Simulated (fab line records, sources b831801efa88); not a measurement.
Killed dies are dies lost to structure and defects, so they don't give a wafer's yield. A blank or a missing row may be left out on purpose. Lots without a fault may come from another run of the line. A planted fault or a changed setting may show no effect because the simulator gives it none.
Which tool did it? | flow gf180mcu | 13 lots, 39 wafers sampled, at 6 steps of a route of 602

WHAT THE GAUGES READ, wafer by wafer
GF_HV_LDD_CD_MEAS_31: target cd 400 nm. Usual: cd_nm 400.0 nm, standard deviation 2.4.
lot  | measured     | on        | cd_nm (nm)        | flag
L909 | day 12 03:27 | cd_sem-02 | 405.4 401.2 402.6 |
L911 | day 12 21:54 | cd_sem-01 | 401.7 399.6 402.0 |
L912 | day 13 04:32 | cd_sem-02 | 397.7 399.4 398.7 |
L913 | day 13 09:49 | cd_sem-01 | 399.9 398.3 398.0 |
L914 | day 13 17:27 | cd_sem-02 | 397.4 396.7 399.1 |
L917 | day 14 22:20 | cd_sem-02 | 399.3 402.0 398.8 |
L918 | day 15 07:41 | cd_sem-01 | 403.8 403.0 403.6 |
L919 | day 16 05:54 | cd_sem-01 | 401.1 402.6 400.3 |
L921 | day 16 12:43 | cd_sem-01 | 398.4 400.5 398.6 |
L920 | day 16 15:36 | cd_sem-02 | 402.7 404.3 402.3 |
L927 | day 18 03:48 | cd_sem-02 | 402.5 400.4 400.6 |
L929 | day 19 02:46 | cd_sem-01 | 397.5 398.1 399.7 |
L930 | day 19 08:38 | cd_sem-01 | 403.0 401.0 400.7 |

GF_NSD_CD_MEAS_07: target cd 400 nm. Usual: cd_nm 399.5 nm, standard deviation 2.
lot  | measured     | on        | cd_nm (nm)        | flag
L909 | day 13 23:45 | cd_sem-01 | 400.5 401.0 402.1 |
L911 | day 14 18:33 | cd_sem-02 | 399.2 398.4 399.6 |
L912 | day 15 01:47 | cd_sem-02 | 397.3 400.3 401.8 |
L913 | day 15 07:49 | cd_sem-01 | 398.0 397.8 398.4 |
L914 | day 15 16:18 | cd_sem-01 | 400.4 400.0 399.3 |
L917 | day 16 23:50 | cd_sem-02 | 400.4 399.3 398.3 |
L918 | day 17 08:14 | cd_sem-02 | 400.0 400.3 399.9 |
L919 | day 18 09:30 | cd_sem-02 | 398.2 397.0 397.0 |
L921 | day 18 16:58 | cd_sem-02 | 399.4 400.4 400.1 |
L920 | day 18 19:44 | cd_sem-02 | 402.0 400.3 400.4 |
L927 | day 20 09:38 | cd_sem-01 | 404.9 402.9 404.4 |
L929 | day 21 06:11 | cd_sem-01 | 398.4 399.0 399.8 |
L930 | day 21 12:41 | cd_sem-01 | 396.2 398.2 396.7 |

GF_NSD_OVL_MEAS_08. Usual: NSD_OVL 1.2 nm, standard deviation 1.5.
lot  | measured     | on         | NSD_OVL (nm)  | flag
L909 | day 13 23:52 | overlay-01 | 2.0 1.0 2.7   |
L911 | day 14 18:40 | overlay-01 | 2.2 1.0 2.0   |
L912 | day 15 01:55 | overlay-02 | 3.3 3.5 1.3   |
L913 | day 15 07:56 | overlay-01 | 3.5 4.8 3.8   |
L914 | day 15 16:25 | overlay-01 | 1.9 -2.5 -0.7 |
L917 | day 16 23:58 | overlay-02 | 1.0 -0.4 -1.0 |
L918 | day 17 08:22 | overlay-01 | 5.0 0.7 0.3   |
L919 | day 18 09:37 | overlay-02 | 1.0 -0.7 0.0  |
L921 | day 18 17:05 | overlay-01 | -0.8 2.3 2.0  |
L920 | day 18 19:52 | overlay-01 | 1.9 -1.2 3.3  |
L927 | day 20 09:46 | overlay-02 | 2.0 0.8 1.4   |
L929 | day 21 06:16 | overlay-02 | 3.2 1.4 2.7   |
L930 | day 21 12:49 | overlay-01 | 0.7 1.6 1.6   |

GF_PSD_RS_MEAS_14: measures by four-point-probe. Usual: NSD_RS 46.54 ohm/sq, standard deviation 0.087.
lot  | measured     | on            | NSD_RS (ohm/sq)   | flag
L909 | day 14 21:35 | film_metro-04 | 46.53 46.37 46.57 |
L911 | day 15 17:13 | film_metro-04 | 46.46 46.48 46.49 |
L912 | day 15 23:32 | film_metro-04 | 46.69 46.65 46.62 |
L913 | day 16 06:24 | film_metro-04 | 46.50 46.41 46.41 |
L914 | day 16 15:47 | film_metro-03 | 46.48 46.48 46.47 |
L917 | day 18 00:24 | film_metro-04 | 46.61 46.69 46.58 |
L918 | day 18 09:06 | film_metro-01 | 44.03 44.14 43.98 | OFF
L919 | day 19 10:55 | film_metro-04 | 43.97 44.11 44.06 | OFF
L921 | day 19 18:49 | film_metro-03 | 43.97 44.04 44.14 | OFF
L920 | day 19 20:48 | film_metro-03 | 46.42 46.58 46.54 |
L927 | day 21 11:08 | film_metro-01 | 46.57 46.53 46.57 |
L929 | day 22 07:25 | film_metro-01 | 46.56 46.53 46.66 |
L930 | day 22 12:24 | film_metro-04 | 46.61 46.68 46.69 |

GF_PSD_RS_MEAS_15: measures by four-point-probe. Usual: PSD_RS 108.61 ohm/sq, standard deviation 0.28.
lot  | measured     | on            | PSD_RS (ohm/sq)      | flag
L909 | day 14 21:43 | film_metro-04 | 108.35 108.26 108.30 |
L911 | day 15 17:20 | film_metro-04 | 108.13 108.24 108.25 |
L912 | day 15 23:40 | film_metro-04 | 108.91 108.66 109.11 |
L913 | day 16 06:31 | film_metro-04 | 108.34 108.58 108.35 |
L914 | day 16 15:55 | film_metro-03 | 108.33 108.88 108.46 |
L917 | day 18 00:31 | film_metro-04 | 108.81 108.84 108.90 |
L918 | day 18 09:13 | film_metro-01 | 103.36 103.24 103.32 | OFF
L919 | day 19 11:02 | film_metro-04 | 103.50 103.33 103.36 | OFF
L921 | day 19 18:56 | film_metro-03 | 103.51 103.14 103.29 | OFF
L920 | day 19 20:55 | film_metro-03 | 108.92 109.08 108.50 |
L927 | day 21 11:15 | film_metro-01 | 108.71 108.95 108.95 |
L929 | day 22 07:32 | film_metro-01 | 108.83 108.62 108.94 |
L930 | day 22 12:31 | film_metro-04 | 108.82 108.97 108.94 |

WHICH TOOL RAN EACH LOT (tool, then ch and the chambers of the sampled wafers, then the start)
lot  | GF_PSD_RTA_13
L909 | rtp_anneal-02 ch 0, day 14 21:31
L911 | rtp_anneal-01 ch 0, day 15 17:07
L912 | rtp_anneal-02 ch 0, day 15 23:28
L913 | rtp_anneal-02 ch 0, day 16 06:19
L914 | rtp_anneal-02 ch 0, day 16 15:43
L917 | rtp_anneal-02 ch 0, day 18 00:19
L918 | rtp_anneal-02 ch 0, day 18 09:01
L919 | rtp_anneal-02 ch 0, day 19 10:45
L921 | rtp_anneal-02 ch 0, day 19 18:39
L920 | rtp_anneal-01 ch 0, day 19 20:43
L927 | rtp_anneal-01 ch 0, day 21 11:03
L929 | rtp_anneal-02 ch 0, day 22 07:19
L930 | rtp_anneal-02 ch 0, day 22 12:19
- GF_PSD_RTA_13: time 20 s.

WHAT THE TOOLS THEMSELVES READ (means of the sampled wafers that have a number; where no wafer has one, the mark that the record gives instead)
GF_PSD_RTA_13. Usual: lamp_power_pct 36.6 %, standard deviation 1.5; run_length_s 48.8 s, standard deviation 0.62; wafer_temp_C_max 1029.2, standard deviation 0.94.
lot  | tool          | lamp_power_pct (%) | run_length_s (s) | wafer_temp_C_max | flag
L909 | rtp_anneal-02 | 37.8               | 48.6             | 1030.3           |
L911 | rtp_anneal-01 | 34.9               | 48.6             | 1028.6           |
L912 | rtp_anneal-02 | 37.8               | 48.6             | 1028.9           |
L913 | rtp_anneal-02 | 37.9               | 48.5             | 1029.4           |
L914 | rtp_anneal-02 | 37.8               | 48.6             | 1029.8           |
L917 | rtp_anneal-02 | 37.8               | 48.5             | 1029.4           |
L918 | rtp_anneal-02 | 37.8               | 60.4             | 1029.2           | OFF
L919 | rtp_anneal-02 | 37.8               | 62.7             | 1030.4           | OFF
L921 | rtp_anneal-02 | 37.8               | 62.5             | 1029.2           | OFF
L920 | rtp_anneal-01 | 34.9               | 48.6             | 1028.5           |
L927 | rtp_anneal-01 | 34.9               | 48.7             | 1028.7           |
L929 | rtp_anneal-02 | 37.8               | 48.6             | 1029.7           |
L930 | rtp_anneal-02 | 37.8               | 48.8             | 1028.9           |

THE ANSWER, worked out from the rows above alone
Rule: a lot is off if the mean of its wafers that have a number lies more than 3 standard deviations from the usual mean. A lot without any number at a reading at which 4 lots or more have one is off too. The other lots that the step has rows for count as sound. The gauges are gone through in route order, then the tools' own readings, and for those a lot's mean is taken as printed above. The first step at which some lot is off is used, and at that step the reading that is off furthest; a lot without a number counts as furthest.
Off: L918, L919, L921, at GF_PSD_RS_MEAS_14 (NSD_RS).
A tool fits if, at a process step before that reading, it ran every lot that is off, and no sound lot after the first of them. The gauges at GF_PSD_RS_MEAS_14 aren't tried: what is off there is off at GF_PSD_RTA_13 too, on other tools, and a gauge's error can't cause that. None of those tried fits.

WHAT THE SIMULATOR HAD PUT IN
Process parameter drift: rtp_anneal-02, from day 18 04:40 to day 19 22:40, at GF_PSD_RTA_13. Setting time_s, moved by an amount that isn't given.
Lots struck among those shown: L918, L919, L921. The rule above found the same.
